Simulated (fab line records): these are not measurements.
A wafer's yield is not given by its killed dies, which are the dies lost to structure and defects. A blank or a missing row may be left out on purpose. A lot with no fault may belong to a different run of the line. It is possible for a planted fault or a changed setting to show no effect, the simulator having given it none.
fab line records | flow sky130
record: lots: 14 | wafers: 42 | lastDay: 50
route steps=708 shown METAL1@434 VIA1@460 VIA2@521 METAL3@532
lots that met no fault: taken from a fault-free run of the same line
startH: start of the lot's first displayed wafer, in hours after the record's first day | waitH: hours elapsed since this lot's preceding step | " repeats the value in the row above | L1.1+2: one row covering several wafers at once | - no value present, or no start provided | * or withheld: withheld | < > ~ a bound
route shown NAME@n: NAME is a module with steps in the file, n the number in the route of the first one | usual: mean/standard deviation of fault-free wafers | same: alike in all rows | chamber/n: place in a boat | sites: the reading at each site | _std_site: their standard deviation | _edge_site: the outer-site mean with the inner-site mean subtracted | radiusMm: how far each site lies from the wafer's centre | mask NAME#n: copy n | behind: tool/chamber where the wafer was last shaped | hold: the reason the lot was held/the length of the hold in hours/how it ended | device: transistor that didn't switch, given as n, p or np | end of line: the route-end tests of the same wafers | a step with no rows: only its recipe | killed: dies that structure and defects cost at the first sort, which is not the same as the wafer's yield | map: the dies of a wafer, with x for killed, . for not killed, _ for no die there
set.NAME: setting as actually run; set.NAME@STEP: the setting as run at that earlier step | model.NAME: the simulator's own value behind a step, which no gauge read
one table for each step of the route and one row for each wafer, over a sample of lots
services: a tool's chamber out of use, with start hour (startH, from the record's first day; less than 0 if before it), hours out, and reason
== steps ==
step: SKY_METAL1_SPUTTER_00
recipe: material: Ti | targetThkNm: 15 | powerW: 3000 | timeS: 10 | chamberPressurePa: 0.4
usual: throttleValvePct: 29.8/0.98
lot.wafer | tool          | chamber | startH | waitH | throttleValvePct
L462.2    | pvdSputter-02 | -       | 752.28 | 0.2   | 29.7
L462.3    | "             | -       | "      | "     | 30.9
L462.6    | "             | -       | "      | "     | 29.0
L463.3    | pvdSputter-03 | -       | 763.04 | 0.2   | 29.5
L463.5    | "             | -       | "      | "     | 27.0
L463.6    | "             | -       | "      | "     | 29.4
L464.1    | pvdSputter-03 | -       | 767.50 | 0.1   | 29.4
L464.2    | "             | -       | "      | "     | 29.3
L464.4    | "             | -       | "      | "     | 29.3
L465.2    | pvdSputter-03 | -       | 770.66 | 0.2   | 27.3
L465.5    | "             | -       | "      | "     | 29.5
L465.6    | "             | -       | "      | "     | 29.3
L466.4    | pvdSputter-04 | -       | 781.29 | 0.2   | 29.2
L466.5    | "             | -       | "      | "     | 30.7
L466.6    | "             | -       | "      | "     | 29.8
L468.2    | pvdSputter-04 | -       | 796.52 | 0.1   | 29.8
L468.5    | "             | -       | "      | "     | 29.9
L468.6    | "             | -       | "      | "     | 30.6
L467.1    | pvdSputter-02 | -       | 801.38 | 0.2   | 29.9
L467.2    | "             | -       | "      | "     | 29.9
L467.3    | "             | -       | "      | "     | 28.7
L469.2    | pvdSputter-02 | -       | 802.29 | 0.1   | 30.1
L469.3    | "             | -       | "      | "     | 28.8
L469.4    | "             | -       | "      | "     | 30.9
L470.1    | pvdSputter-04 | -       | 803.16 | 0.1   | 29.5
L470.4    | "             | -       | "      | "     | 29.6
L470.5    | "             | -       | "      | "     | 31.0
L472.2    | pvdSputter-04 | -       | 838.94 | 0.1   | 29.5
L472.3    | "             | -       | "      | "     | 30.7
L472.5    | "             | -       | "      | "     | 29.6
L479.1    | pvdSputter-02 | -       | 870.69 | 0.2   | 29.9
L479.2    | "             | -       | "      | "     | 29.0
L479.4    | "             | -       | "      | "     | 29.7
L482.3    | pvdSputter-04 | -       | 890.02 | 0.1   | 30.6
L482.4    | "             | -       | "      | "     | 31.1
L482.6    | "             | -       | "      | "     | 29.8
L483.2    | pvdSputter-02 | -       | 894.45 | 0.1   | 30.0
L483.4    | "             | -       | "      | "     | 31.0
L483.6    | "             | -       | "      | "     | 29.6
L484.1    | pvdSputter-03 | -       | 896.92 | 0.2   | 29.1
L484.2    | "             | -       | "      | "     | 29.6
L484.4    | "             | -       | "      | "     | 29.2
step: SKY_METAL1_DESCUM_17
recipe: chemistry: O2 | sourcePowerW: 150 | biasPowerW: 0 | pressureMtorr: 10 | tempC: 40 | timeS: 8
usual: drypumpMotorCurrentA: 5.6/0.44 | oesProductAu: 1.009/0.0098
lot.wafer | tool        | chamber | startH | waitH | drypumpMotorCurrentA | oesProductAu | rfHoursCounterH
L462.2    | rieMetal-04 | 1       | 779.37 | 0.0   | 5.8                  | 1.003        | 10
L462.3    | "           | 1       | "      | "     | 5.8                  | 1.008        | -
L462.6    | "           | 0       | "      | "     | 5.7                  | 0.999        | -
L463.3    | rieMetal-04 | 1       | 790.30 | 0.0   | 5.8                  | 1.002        | -
L463.5    | "           | 1       | "      | "     | 5.8                  | 1.005        | -
L463.6    | "           | 0       | "      | "     | 5.7                  | 0.996        | -
L464.1    | rieMetal-04 | 1       | 794.93 | 0.0   | 5.8                  | 1.018        | 10
L464.2    | "           | 0       | "      | "     | 5.7                  | 1.008        | 14
L464.4    | "           | 1       | "      | "     | 5.8                  | 1.015        | -
L465.2    | rieMetal-01 | 1       | 797.60 | 0.0   | 6.6                  | 0.998        | -
L465.5    | "           | 1       | "      | "     | 6.6                  | 0.985        | -
L465.6    | "           | 1       | "      | "     | 6.6                  | 0.993        | -
L466.4    | rieMetal-04 | 0       | 808.40 | 0.0   | 5.7                  | 1.003        | -
L466.5    | "           | 1       | "      | "     | 5.8                  | 1.013        | -
L466.6    | "           | 0       | "      | "     | 5.7                  | 1.002        | -
L468.2    | rieMetal-03 | 0       | 823.88 | 0.0   | 5.6                  | 1.003        | 1
L468.5    | "           | 1       | "      | "     | 5.1                  | 1.011        | -
L468.6    | "           | 0       | "      | "     | 5.5                  | 1.008        | -
L467.1    | rieMetal-03 | 1       | 828.43 | 0.0   | 5.1                  | 1.012        | 6
L467.2    | "           | 0       | "      | "     | 5.6                  | 0.996        | 2
L467.3    | "           | 0       | "      | "     | 5.5                  | 0.998        | -
L469.2    | rieMetal-01 | 1       | 829.37 | 0.0   | 6.6                  | 1.005        | 10
L469.3    | "           | 0       | "      | "     | 5.5                  | 1.028        | -
L469.4    | "           | 1       | "      | "     | 6.6                  | 1.014        | -
L470.1    | rieMetal-03 | 0       | 830.19 | 0.0   | 5.5                  | 1.015        | 2
L470.4    | "           | 0       | "      | "     | 5.5                  | 1.015        | -
L470.5    | "           | 0       | "      | "     | 5.5                  | 1.006        | -
L472.2    | rieMetal-03 | 1       | 865.94 | 0.0   | 5.1                  | 1.010        | 7
L472.3    | "           | 1       | "      | "     | 5.1                  | 1.011        | -
L472.5    | "           | 0       | "      | "     | 5.5                  | 1.009        | -
L479.1    | rieMetal-03 | 0       | 894.92 | 0.0   | 5.5                  | 1.010        | 4
L479.2    | "           | 1       | "      | "     | 5.1                  | 1.001        | 9
L479.4    | "           | 1       | "      | "     | 5.1                  | 1.001        | -
L482.3    | rieMetal-03 | 1       | 915.38 | 0.0   | 5.1                  | 1.012        | -
L482.4    | "           | 0       | "      | "     | 5.6                  | 0.990        | -
L482.6    | "           | 1       | "      | "     | 5.1                  | 1.009        | -
L483.2    | rieMetal-03 | 1       | 919.47 | 0.0   | 5.1                  | 1.012        | 10
L483.4    | "           | 1       | "      | "     | 5.1                  | 1.011        | -
L483.6    | "           | 0       | "      | "     | 5.6                  | 1.016        | -
L484.1    | rieMetal-04 | 0       | 923.12 | 0.0   | 5.7                  | 0.987        | 1
L484.2    | "           | 1       | "      | "     | 5.8                  | 1.010        | 16
L484.4    | "           | 1       | "      | "     | 5.8                  | 1.003        | -
step: SKY_VIA1_CMP_02
recipe: material: SiO2 | downForcePsi: 4 | platenRpm: 60 | padVelocityMS: 0.94248
usual: edgeZonePressureFrac: 1.000/0.0046 | motorCurrentA: 11.8/1.2
lot.wafer | tool   | chamber | startH | waitH | edgeZonePressureFrac | motorCurrentA
L462.3    | cmp-01 | 3       | 780.31 | 0.0   | 0.994                | 12.6
L462.2    | "      | 2       | "      | "     | 1.005                | 11.0
L462.6    | "      | 3       | "      | "     | 0.994                | 12.6
L463.3    | cmp-01 | 0       | 791.30 | 0.0   | 1.004                | 11.8
L463.6    | "      | 0       | "      | "     | 1.003                | 11.7
L463.5    | "      | 1       | "      | "     | 0.994                | 11.1
L464.2    | cmp-02 | 3       | 795.99 | 0.0   | 1.002                | 11.2
L464.1    | "      | 1       | "      | "     | 1.011                | 13.1
L464.4    | "      | 2       | "      | "     | 1.000                | 9.6
L465.2    | cmp-02 | 2       | 798.75 | 0.0   | 0.998                | 9.8
L465.5    | "      | 2       | "      | "     | 0.995                | 9.1
L465.6    | "      | 3       | "      | "     | 0.999                | 11.3
L466.4    | cmp-02 | 1       | 809.41 | 0.1   | 0.994                | 14.2
L466.6    | "      | 0       | "      | "     | 1.002                | 13.6
L466.5    | "      | 1       | "      | "     | 1.001                | 13.5
L468.2    | cmp-01 | 1       | 824.99 | 0.2   | 0.998                | 11.6
L468.5    | "      | 2       | "      | "     | 1.004                | 11.1
L468.6    | "      | 3       | "      | "     | 0.989                | 12.6
L467.1    | cmp-01 | 3       | 829.41 | 0.1   | 0.998                | 13.0
L467.3    | "      | 1       | "      | "     | 1.004                | 11.3
L467.2    | "      | 2       | "      | "     | 1.005                | 11.1
L469.3    | cmp-02 | 2       | 830.41 | 0.1   | 1.000                | 9.6
L469.2    | "      | 3       | "      | "     | 0.998                | 11.4
L469.4    | "      | 0       | "      | "     | 0.993                | 13.0
L470.4    | cmp-02 | 2       | 831.19 | 0.1   | 1.002                | 9.9
L470.1    | "      | 0       | "      | "     | 0.997                | 13.5
L470.5    | "      | 2       | "      | "     | 1.002                | 9.6
L472.3    | cmp-02 | 0       | 866.98 | 0.1   | 0.996                | 12.6
L472.2    | "      | 1       | "      | "     | 1.007                | 13.3
L472.5    | "      | 0       | "      | "     | 0.993                | 13.1
L479.1    | cmp-02 | 0       | 895.92 | 0.1   | 1.011                | 12.8
L479.4    | "      | 1       | "      | "     | 1.002                | 14.1
L479.2    | "      | 3       | "      | "     | 0.996                | 11.5
L482.3    | cmp-01 | 1       | 916.32 | 0.0   | 1.001                | 11.1
L482.4    | "      | 3       | "      | "     | 0.995                | 12.7
L482.6    | "      | 2       | "      | "     | 1.000                | 10.9
L483.2    | cmp-01 | 2       | 920.55 | 0.1   | 0.995                | 11.4
L483.4    | "      | 3       | "      | "     | 0.997                | 13.4
L483.6    | "      | 1       | "      | "     | 1.003                | 11.4
L484.4    | cmp-01 | 1       | 924.07 | 0.0   | 0.995                | 11.7
L484.1    | "      | 2       | "      | "     | 1.000                | 11.1
L484.2    | "      | 0       | "      | "     | 0.998                | 11.3
step: SKY_VIA2_ETCH_14
recipe: chemistry: N2/H2 | target: BARC | ionEnergyEv: 200 | sourceW: 500 | biasW: 100 | pressureMtorr: 30 | n2FlowSccm: 100 | h2FlowSccm: 200 | stopOn: SiO2 | timeS: 45.9 | targetDepthA: 600
usual: biasW: 100.03/0.3 | drypumpMotorCurrentA: 5.8/0.48 | oesProductAu: 0.854/0.0044 | throttleValvePct: 13.224/0.011
lot.wafer | tool       | chamber | startH | waitH | biasW  | drypumpMotorCurrentA | oesProductAu | rfHoursCounterH | throttleValvePct
L462.2    | rieDiel-02 | 0       | 863.07 | 0.0   | 99.45  | 6.3                  | 0.854        | 1               | 13.221
L462.3    | "          | 1       | "      | "     | 99.68  | 5.0                  | 0.853        | 11              | 13.228
L462.6    | "          | 1       | "      | "     | 99.49  | 5.0                  | 0.850        | -               | 13.233
L463.3    | rieDiel-03 | 2       | 874.85 | 0.0   | 100.39 | 5.7                  | 0.850        | 10              | 13.234
L463.5    | "          | 1       | "      | "     | 99.65  | 6.0                  | 0.850        | -               | 13.221
L463.6    | "          | 2       | "      | "     | 99.84  | 5.8                  | 0.851        | -               | 13.198
L464.1    | rieDiel-03 | 3       | 878.45 | 0.0   | 99.79  | 6.2                  | 0.850        | 7               | 13.233
L464.2    | "          | 2       | "      | "     | 100.16 | 5.8                  | 0.849        | 11              | 13.209
L464.4    | "          | 1       | "      | "     | 100.21 | 6.0                  | 0.852        | 15              | 13.227
L465.2    | rieDiel-02 | 1       | 881.28 | 0.0   | 99.88  | 4.9                  | 0.856        | 11              | 13.220
L465.5    | "          | 2       | "      | "     | 100.28 | 5.2                  | 0.854        | -               | 13.216
L465.6    | "          | 1       | "      | "     | 100.03 | 5.0                  | 0.851        | -               | 13.214
L466.4    | rieDiel-02 | 3       | 889.95 | 0.0   | 100.05 | 6.2                  | 0.853        | 13              | 13.234
L466.5    | "          | 3       | "      | "     | 100.30 | 6.2                  | 0.849        | -               | 13.221
L466.6    | "          | 2       | "      | "     | 99.97  | 5.2                  | 0.851        | -               | 13.209
L468.2    | rieDiel-02 | 1       | 906.18 | 0.0   | 100.49 | 5.0                  | 0.858        | 12              | 13.226
L468.5    | "          | 3       | "      | "     | 100.86 | 6.2                  | 0.861        | -               | 13.236
L468.6    | "          | 0       | "      | "     | 100.08 | 6.2                  | 0.861        | -               | 13.222
L467.1    | rieDiel-04 | 1       | 910.47 | 0.0   | 100.05 | 6.0                  | 0.848        | 22              | 13.240
L467.2    | "          | 2       | "      | "     | 100.06 | 5.6                  | 0.851        | 16              | 13.225
L467.3    | "          | 0       | "      | "     | 99.86  | 6.6                  | 0.839        | 21              | 13.225
L469.2    | rieDiel-02 | 2       | 912.27 | 0.0   | 99.76  | 5.2                  | 0.864        | 11              | 13.231
L469.3    | "          | 1       | "      | "     | 99.78  | 5.0                  | 0.853        | 12              | 13.228
L469.4    | "          | 0       | "      | "     | 100.22 | 6.2                  | 0.858        | 2               | 13.211
L470.1    | rieDiel-03 | 1       | 912.97 | 0.0   | 99.87  | 6.0                  | 0.855        | 16              | 13.220
L470.4    | "          | 0       | "      | "     | 100.47 | 5.5                  | 0.857        | 10              | 13.236
L470.5    | "          | 3       | "      | "     | 100.00 | 6.2                  | 0.848        | -               | 13.209
L472.2    | rieDiel-03 | 1       | 945.15 | 0.0   | 99.76  | 5.9                  | 0.855        | 17              | 13.223
L472.3    | "          | 2       | "      | "     | 99.78  | 5.8                  | 0.856        | 13              | 13.242
L472.5    | "          | 2       | "      | "     | 99.84  | 5.8                  | 0.851        | -               | 13.211
L479.1    | rieDiel-02 | 0       | 973.64 | 0.0   | 100.13 | 6.3                  | 0.742        | 4               | 13.212
L479.2    | "          | 3       | "      | "     | 100.12 | 6.2                  | 0.853        | 15              | 13.212
L479.4    | "          | 2       | "      | "     | 99.97  | 5.2                  | 0.856        | 12              | 13.233
L482.3    | rieDiel-02 | 3       | 991.97 | 0.0   | 99.85  | 6.2                  | 0.738        | 15              | 13.221
L482.4    | "          | 0       | "      | "     | 100.25 | 6.2                  | 0.852        | 5               | 13.238
L482.6    | "          | 2       | "      | "     | 100.25 | 5.2                  | 0.860        | -               | 13.215
L483.2    | rieDiel-03 | 3       | 995.82 | 0.0   | 99.93  | 6.2                  | 0.850        | 11              | 13.231
L483.4    | "          | 2       | "      | "     | 99.49  | 5.8                  | 0.848        | 14              | 13.228
L483.6    | "          | 1       | "      | "     | 100.08 | 5.9                  | 0.852        | -               | 13.219
L484.1    | rieDiel-03 | 1       | 999.70 | 0.0   | 99.89  | 6.0                  | 0.863        | 19              | 13.213
L484.2    | "          | 3       | "      | "     | 100.62 | 6.2                  | 0.860        | 11              | 13.217
L484.4    | "          | 2       | "      | "     | 99.94  | 5.8                  | 0.845        | 14              | 13.245
step: SKY_VIA2_ETCH_15
recipe: target: SiO2 | chemistry: C4F8/O2/Ar | targetDepthNm: 546 | stopOn: TiN | maskMaterial: KrF-thick | sourceW: 1500 | biasW: 1200 | pressureMtorr: 40 | c4f8FlowSccm: withheld | O2_flow_sccm: 6 | Ar_flow_sccm: 300 | timeS: 84
usual: biasW: 1200/3.3 | oesProductAu: 0.940/0.0049
lot.wafer | tool       | chamber | startH | waitH | biasW | oesProductAu | rfHoursCounterH
L462.2    | rieDiel-02 | 0       | 863.11 | 0.0   | 1201  | 0.937        | 1
L462.3    | "          | 1       | "      | "     | 1205  | 0.945        | 11
L462.6    | "          | 1       | "      | "     | 1196  | 0.941        | -
L463.3    | rieDiel-03 | 2       | 874.90 | 0.0   | 1199  | 0.932        | 10
L463.5    | "          | 1       | "      | "     | 1201  | 0.939        | -
L463.6    | "          | 2       | "      | "     | 1202  | 0.944        | -
L464.1    | rieDiel-03 | 3       | 878.50 | 0.0   | 1203  | 0.943        | 7
L464.2    | "          | 2       | "      | "     | 1199  | 0.932        | 11
L464.4    | "          | 1       | "      | "     | 1198  | 0.949        | 15
L465.2    | rieDiel-02 | 1       | 881.33 | 0.0   | 1202  | 0.935        | 11
L465.5    | "          | 2       | "      | "     | 1196  | 0.937        | -
L465.6    | "          | 1       | "      | "     | 1198  | 0.942        | -
L466.4    | rieDiel-02 | 3       | 890.00 | 0.0   | 1205  | 0.938        | 13
L466.5    | "          | 3       | "      | "     | 1196  | 0.930        | -
L466.6    | "          | 2       | "      | "     | 1200  | 0.937        | -
L468.2    | rieDiel-02 | 1       | 906.23 | 0.0   | 1197  | 0.938        | 12
L468.5    | "          | 3       | "      | "     | 1205  | 0.935        | -
L468.6    | "          | 0       | "      | "     | 1200  | 0.936        | -
L467.1    | rieDiel-04 | 1       | 910.51 | 0.0   | 1199  | 0.938        | 22
L467.2    | "          | 2       | "      | "     | 1198  | 0.938        | 16
L467.3    | "          | 0       | "      | "     | 1202  | 0.931        | 21
L469.2    | rieDiel-02 | 2       | 912.31 | 0.0   | 1205  | 0.934        | 11
L469.3    | "          | 1       | "      | "     | 1195  | 0.941        | 12
L469.4    | "          | 0       | "      | "     | 1200  | 0.938        | 2
L470.1    | rieDiel-03 | 1       | 913.01 | 0.0   | 1204  | 0.940        | 16
L470.4    | "          | 0       | "      | "     | 1202  | 0.937        | 10
L470.5    | "          | 3       | "      | "     | 1200  | 0.946        | -
L472.2    | rieDiel-03 | 1       | 945.20 | 0.0   | 1199  | 0.929        | 17
L472.3    | "          | 2       | "      | "     | 1198  | 0.942        | 13
L472.5    | "          | 2       | "      | "     | 1200  | 0.942        | -
L479.1    | rieDiel-02 | 0       | 973.68 | 0.0   | 1192  | 0.393        | 4
L479.2    | "          | 3       | "      | "     | 1196  | 0.946        | 15
L479.4    | "          | 2       | "      | "     | 1198  | 0.939        | 12
L482.3    | rieDiel-02 | 3       | 992.01 | 0.0   | 1202  | 0.392        | 15
L482.4    | "          | 0       | "      | "     | 1197  | 0.949        | 5
L482.6    | "          | 2       | "      | "     | 1199  | 0.944        | -
L483.2    | rieDiel-03 | 3       | 995.86 | 0.0   | 1205  | 0.941        | 11
L483.4    | "          | 2       | "      | "     | 1198  | 0.950        | 14
L483.6    | "          | 1       | "      | "     | 1197  | 0.939        | -
L484.1    | rieDiel-03 | 1       | 999.75 | 0.0   | 1199  | 0.931        | 19
L484.2    | "          | 3       | "      | "     | 1203  | 0.946        | 11
L484.4    | "          | 2       | "      | "     | 1203  | 0.945        | 14
step: SKY_VIA2_STRIP_16
recipe: chemistry: O2/N2 | powerW: 1400 | pressureMtorr: 1500 | platenTempC: withheld | o2FlowSccm: 3000 | n2FlowSccm: 300 | overashFraction: 0.5
usual: drypumpMotorCurrentA: 5.84/0.27 | oesProductAu: 0.398/0.005 | stripTimeToEndpointS: 4.04/0.03
lot.wafer | tool           | chamber | startH | waitH | drypumpMotorCurrentA | oesProductAu | rfHoursCounterH | stripTimeToEndpointS
L462.2    | plasmaAsher-03 | 0       | 863.17 | 0.0   | 5.74                 | 0.407        | 67              | 4.02
L462.3    | "              | 1       | "      | "     | 5.84                 | 0.397        | -               | 3.99
L462.6    | "              | 1       | "      | "     | 5.88                 | 0.397        | -               | 4.01
L463.3    | plasmaAsher-04 | 1       | 874.99 | 0.1   | 6.32                 | 0.398        | -               | 4.04
L463.5    | "              | 0       | "      | "     | 5.72                 | 0.390        | -               | 4.06
L463.6    | "              | 1       | "      | "     | 6.35                 | 0.397        | -               | 4.06
L464.1    | plasmaAsher-04 | 0       | 878.56 | 0.0   | 5.76                 | 0.397        | 106             | 4.00
L464.2    | "              | 1       | "      | "     | 6.38                 | 0.397        | 106             | 4.02
L464.4    | "              | 1       | "      | "     | 6.36                 | 0.389        | -               | 4.00
L465.2    | plasmaAsher-03 | 1       | 881.39 | 0.0   | 5.83                 | 0.388        | 69              | 4.02
L465.5    | "              | 1       | "      | "     | 5.80                 | 0.395        | -               | 3.99
L465.6    | "              | 0       | "      | "     | 5.72                 | 0.398        | -               | 4.02
L466.4    | plasmaAsher-04 | 0       | 890.09 | 0.1   | 5.76                 | 0.398        | -               | 4.04
L466.5    | "              | 0       | "      | "     | 5.77                 | 0.394        | -               | 4.02
L466.6    | "              | 1       | "      | "     | 6.34                 | 0.393        | -               | 4.00
L468.2    | plasmaAsher-01 | 1       | 906.29 | 0.0   | 5.43                 | 0.407        | 49              | 4.04
L468.5    | "              | 0       | "      | "     | 5.50                 | 0.402        | -               | 4.05
L468.6    | "              | 1       | "      | "     | 5.42                 | 0.400        | -               | 4.04
L467.1    | plasmaAsher-03 | 0       | 910.57 | 0.0   | 5.75                 | 0.399        | 72              | 4.06
L467.2    | "              | 1       | "      | "     | 5.84                 | 0.399        | 72              | 3.98
L467.3    | "              | 1       | "      | "     | 5.82                 | 0.408        | -               | 4.03
L469.2    | plasmaAsher-03 | 0       | 912.37 | 0.0   | 5.71                 | 0.395        | 72              | 3.99
L469.3    | "              | 1       | "      | "     | 5.80                 | 0.396        | -               | 4.01
L469.4    | "              | 0       | "      | "     | 5.70                 | 0.398        | -               | 4.02
L470.1    | plasmaAsher-04 | 0       | 913.07 | 0.0   | 5.79                 | 0.400        | 110             | 4.08
L470.4    | "              | 1       | "      | "     | 6.36                 | 0.395        | -               | 4.06
L470.5    | "              | 0       | "      | "     | 5.80                 | 0.398        | -               | 4.09
L472.2    | plasmaAsher-03 | 1       | 945.26 | 0.0   | 5.86                 | 0.399        | 76              | 4.05
L472.3    | "              | 1       | "      | "     | 5.89                 | 0.398        | -               | 4.07
L472.5    | "              | 0       | "      | "     | 5.72                 | 0.403        | -               | 4.08
L479.1    | plasmaAsher-03 | 0       | 973.74 | 0.0   | 5.66                 | 0.396        | 78              | 4.18
L479.2    | "              | 1       | "      | "     | 5.85                 | 0.395        | 78              | 4.05
L479.4    | "              | 1       | "      | "     | 5.84                 | 0.390        | -               | 4.01
L482.3    | plasmaAsher-03 | 1       | 992.11 | 0.1   | 5.85                 | 0.408        | -               | 4.23
L482.4    | "              | 0       | "      | "     | 5.66                 | 0.394        | -               | 4.03
L482.6    | "              | 0       | "      | "     | 5.68                 | 0.396        | -               | 3.99
L483.2    | plasmaAsher-01 | 0       | 995.92 | 0.0   | 5.48                 | 0.402        | 59              | 4.08
L483.4    | "              | 1       | "      | "     | 5.42                 | 0.398        | -               | 4.07
L483.6    | "              | 0       | "      | "     | 5.47                 | 0.399        | -               | 4.06
L484.1    | plasmaAsher-04 | 0       | 999.81 | 0.0   | 5.77                 | 0.406        | 119             | 4.08
L484.2    | "              | 1       | "      | "     | 6.37                 | 0.404        | 119             | 4.05
L484.4    | "              | 0       | "      | "     | 5.79                 | 0.394        | -               | 4.07
step: SKY_METAL3_SPUTTER_00
recipe: material: Ti | targetThkNm: 15 | powerW: 3000 | timeS: 10 | chamberPressurePa: 0.4
usual: throttleValvePct: 29.8/0.93
lot.wafer | tool          | chamber | startH  | waitH | throttleValvePct
L462.2    | pvdSputter-02 | -       | 864.55  | 0.1   | 30.0
L462.3    | "             | -       | "       | "     | 30.9
L462.6    | "             | -       | "       | "     | 29.7
L463.3    | pvdSputter-04 | -       | 876.30  | 0.1   | 30.3
L463.5    | "             | -       | "       | "     | 31.0
L463.6    | "             | -       | "       | "     | 29.8
L464.1    | pvdSputter-03 | -       | 879.91  | 0.1   | 29.2
L464.2    | "             | -       | "       | "     | 29.5
L464.4    | "             | -       | "       | "     | 27.3
L465.2    | pvdSputter-04 | -       | 882.72  | 0.2   | 31.1
L465.5    | "             | -       | "       | "     | 29.5
L465.6    | "             | -       | "       | "     | 30.9
L466.4    | pvdSputter-02 | -       | 891.34  | 0.2   | 29.7
L466.5    | "             | -       | "       | "     | 29.8
L466.6    | "             | -       | "       | "     | 29.6
L468.2    | pvdSputter-04 | -       | 907.56  | 0.1   | 29.7
L468.5    | "             | -       | "       | "     | 29.4
L468.6    | "             | -       | "       | "     | 31.2
L467.1    | pvdSputter-03 | -       | 911.84  | 0.2   | 27.1
L467.2    | "             | -       | "       | "     | 29.2
L467.3    | "             | -       | "       | "     | 29.3
L469.2    | pvdSputter-02 | -       | 913.64  | 0.2   | 30.1
L469.3    | "             | -       | "       | "     | 31.1
L469.4    | "             | -       | "       | "     | 29.7
L470.1    | pvdSputter-04 | -       | 914.54  | 0.1   | 29.6
L470.4    | "             | -       | "       | "     | 30.5
L470.5    | "             | -       | "       | "     | 29.6
L472.2    | pvdSputter-04 | -       | 946.53  | 0.2   | 30.5
L472.3    | "             | -       | "       | "     | 30.9
L472.5    | "             | -       | "       | "     | 29.6
L479.2    | pvdSputter-04 | -       | 975.00  | 0.1   | 29.8
L479.4    | "             | -       | "       | "     | 29.3
L482.4    | pvdSputter-03 | -       | 993.34  | 0.1   | 29.4
L482.6    | "             | -       | "       | "     | 29.6
L483.2    | pvdSputter-02 | -       | 997.19  | 0.2   | 29.8
L483.4    | "             | -       | "       | "     | 29.7
L483.6    | "             | -       | "       | "     | 29.8
L484.1    | pvdSputter-04 | -       | 1001.07 | 0.2   | 29.5
L484.2    | "             | -       | "       | "     | 29.7
L484.4    | "             | -       | "       | "     | 31.1
== services ==
tool           | chamber | startH | hours | kind
pvdSputter-02  | -       | 734.09 | 4.4   | repair
cmp-01         | -       | 740.25 | 1.4   | repair
cmp-01         | -       | 744.00 | 4.0   | pm
rieDiel-02     | 2       | 747.89 | 6.8   | repair
cmp-01         | -       | 762.19 | 0.5   | repair
rieDiel-03     | -       | 768.23 | 0.1   | repair
cmp-02         | -       | 796.69 | 1.6   | repair
rieMetal-03    | -       | 803.73 | 15.6  | pm
rieDiel-03     | -       | 807.88 | 2.8   | pm
pvdSputter-04  | -       | 809.72 | 2.0   | repair
rieDiel-02     | 0       | 819.62 | 13.6  | repair
rieDiel-02     | -       | 837.46 | 0.7   | repair
cmp-01         | -       | 842.70 | 25.6  | repair
plasmaAsher-03 | -       | 847.69 | 2.6   | repair
rieDiel-03     | 2       | 852.70 | 1.9   | repair
cmp-01         | -       | 863.14 | 1.3   | repair
cmp-01         | -       | 868.30 | 3.6   | pm
cmp-02         | -       | 904.36 | 15.7  | pm
cmp-02         | -       | 920.02 | 6.2   | pm
cmp-02         | -       | 926.20 | 4.0   | pm
cmp-01         | -       | 932.08 | 3.0   | repair
rieDiel-02     | -       | 959.69 | 0.3   | repair
rieDiel-02     | 0       | 977.08 | 8.7   | repair
rieDiel-02     | -       | 994.00 | 14.6  | pm
== key ==
firstSign: step: SKY_VIA2_ETCH_14 | reading: oesProductAu | direction: down | sigmas: 26 | usual: 0.854 | struck: 0.740
effect: step: SKY_VIA2_ETCH_15 | reading: oesProductAu | direction: down | sigmas: 99+ | usual: 0.940 | struck: 0.393
effect: step: SKY_VIA2_STRIP_16 | reading: stripTimeToEndpointS | direction: up | sigmas: 5.4 | usual: * | struck: *
effect: step: SKY_METAL3_SPUTTER_00 | reading: visit | direction: missing
metAt SKY_VIA2_ETCH_14
struckLots L479,L482
struckWafers L479.1,L482.3
laterRowsLeftOut L479.1,L482.3
sortLeftOut L479.1,L482.3
notActingAt SKY_METAL1_SPUTTER_00,SKY_METAL1_DESCUM_17,SKY_VIA1_CMP_02
onsetBetween 912.27 973.64
fault: kind: processParameterDrift | tool: rieDiel-02 | chamber: - | onsetH: 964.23 | steps: SKY_VIA2_ETCH_14 | channel: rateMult | offset: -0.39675 | shape: step | endH: 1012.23 | scope: struckWafersOnly
sortLeftOut: the simulated sort isn't trusted on such a fault, so these wafers' sort isn't shown, and their yield isn't known
laterRowsLeftOut: the simulator's readings of these wafers behind a module that went badly wrong aren't trusted and aren't shown, but for the sort
